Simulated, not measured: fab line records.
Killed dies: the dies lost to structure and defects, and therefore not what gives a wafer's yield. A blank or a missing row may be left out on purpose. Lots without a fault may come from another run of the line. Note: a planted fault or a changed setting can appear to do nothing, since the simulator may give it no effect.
Matching of chambers	flow sky130	SKY_CONTACT_HDPCVD_02 on hdpcvd-02: 3 sister chambers
The step deposits SiO2, target thk 565 nm, time 94.2 s. 6 wafers are shown with their chamber, then 7 later ones without.

EACH WAFER AND ITS CHAMBER
wafer	chamber	sih4-flow-sccm (sccm)
L223.3	0	59.87
L223.4	0	60.22
L223.6	2	60.26
L225.1	1	59.94
L225.3	2	59.86
L226.2	1	59.79

WAFERS MISSING THEIR CHAMBER
wafer	sih4-flow-sccm (sccm)
L226.5	59.94
L236.1	60.31
L236.2	60.01
L236.5	59.76
L238.2	60.09
L238.4	60.05
L238.5	60.30

WHICH CHAMBER EACH WENT THROUGH
wafer	from the rows above	in truth
L226.5	can't be placed: 1 or 0 or 2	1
L236.1	can't be placed: 2 or 0 or 1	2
L236.2	can't be placed: 0 or 2 or 1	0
L236.5	can't be placed: 1 or 0 or 2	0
L238.2	can't be placed: 2 or 0 or 1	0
L238.4	can't be placed: 0 or 2 or 1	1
L238.5	can't be placed: 2 or 0 or 1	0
0 of 7 placed correctly. Unplaceable from these rows: 7, with the true chamber sitting among the candidates in 7. 0 placed wrongly.
How it was worked out, from the rows above alone: a wafer's distance from a chamber is the root of the sum, over the readings, of the square of ((its reading less the chamber's mean) divided by the reading's scatter). If the next closest chamber is less than 2 further off than the closest, the wafer can't be placed; otherwise it belongs to the closest. A chamber's mean is the mean of its shown wafers. The scatter: take each reading less its chamber's mean, square it, sum over the shown wafers, divide by the number of wafers less the number of chambers, and take the root.
